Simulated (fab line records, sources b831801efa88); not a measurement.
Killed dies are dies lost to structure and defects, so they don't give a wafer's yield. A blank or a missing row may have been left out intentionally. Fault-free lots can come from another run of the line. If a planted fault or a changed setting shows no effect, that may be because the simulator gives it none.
Chamber matching -- flow sky130 -- cmp-02 running SKY_VIA1_CMP_24: 4 sister chambers
The step polishes, stops on SiO2, t overpolish 15 s, target thk 0 nm. 42 wafers are shown with their chamber, then 12 later ones without.

## WAFERS WITH THEIR CHAMBER
wafer,chamber,motor current A (A),time to endpoint s (s),overpolish run s (s)
L074.2,3,12.0,63,15.005
L074.3,1,12.1,61,14.994
L074.4,0,10.0,65,14.991
L077.1,2,10.8,61,15.014
L077.4,1,11.3,64,14.987
L077.6,3,11.6,64,15.002
L075.1,0,10.1,65,14.996
L075.5,2,10.1,58,15.006
L075.6,3,11.9,62,14.999
L076.2,3,12.5,68,14.999
L076.5,2,10.7,62,15.000
L076.6,1,11.7,68,14.985
L078.2,1,12.1,67,15.004
L078.3,0,9.9,68,14.997
L078.6,1,11.5,63,15.009
L079.1,0,10.3,69,14.996
L079.2,2,10.7,65,14.997
L079.3,3,11.3,67,15.009
L080.1,1,12.0,65,14.980
L080.3,0,10.2,61,14.992
L080.4,2,10.6,59,14.999
L081.2,1,11.7,63,15.009
L081.3,2,10.3,58,14.984
L081.4,0,10.2,60,15.015
L082.2,2,10.7,56,15.008
L082.4,0,9.9,63,15.003
L082.6,2,10.8,56,15.010
L083.3,0,10.1,66,14.994
L083.4,3,11.8,62,14.991
L083.5,2,10.6,61,14.996
L084.2,1,11.8,64,15.011
L084.3,3,11.6,61,15.020
L084.5,1,11.7,62,14.995
L088.1,2,10.5,59,15.000
L088.3,1,12.3,62,15.003
L088.5,2,10.5,58,15.002
L090.1,1,12.1,59,14.998
L090.2,2,10.0,58,15.013
L090.6,1,12.4,63,14.991
L091.2,2,10.9,56,15.018
L091.3,0,10.3,61,15.003
L091.6,3,12.2,59,14.994

SIGNATURES (averages over the wafers above)
reading,chamber 0,chamber 1,chamber 2,chamber 3,scatter within a chamber
motor current A,10.111,11.892,10.554,11.863,0.293
time to endpoint s,64.22,63.42,59.00,63.25,2.79
overpolish run s,14.99856,14.99717,15.00362,15.00238,0.00916
Rule: a wafer lies at a distance from a chamber equal to the root of the sum of squares, over the readings, of (its reading less the chamber's mean, divided by the reading's scatter). The wafer belongs to the nearest chamber; if the next one is less than 2 further off, it can't be placed. The scatter: take each reading less its chamber's mean, square it, sum over the shown wafers, divide by the number of wafers less the number of chambers, and take the root.

## WAFERS WITHOUT THEIR CHAMBER
wafer,motor current A (A),time to endpoint s (s),overpolish run s (s)
L092.1,10.4,60,15.003
L092.3,10.0,66,14.995
L092.5,11.1,57,15.009
L093.1,11.7,58,15.007
L093.3,12.0,64,15.002
L093.6,11.1,58,15.001
L095.3,10.6,58,15.004
L095.4,11.6,64,14.999
L095.6,12.4,62,14.997
L097.2,10.0,66,14.983
L097.3,11.1,61,14.984
L097.5,9.7,63,15.008

## WHICH CHAMBER EACH WENT THROUGH
wafer,from the rows above,in truth
L092.1,can't be placed: 2 or 0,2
L092.3,0,0
L092.5,can't be placed: 2 or 3 or 1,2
L093.1,can't be placed: 3 or 1 or 2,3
L093.3,can't be placed: 3 or 1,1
L093.6,can't be placed: 2 or 3 or 1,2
L095.3,2,2
L095.4,can't be placed: 3 or 1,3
L095.6,can't be placed: 1 or 3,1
L097.2,0,0
L097.3,can't be placed: 2 or 1 or 3 or 0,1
L097.5,can't be placed: 0 or 2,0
3 of 12 placed correctly. Unplaceable from these rows: 9, with the true chamber sitting among the candidates in 9. Placed wrongly: 0.
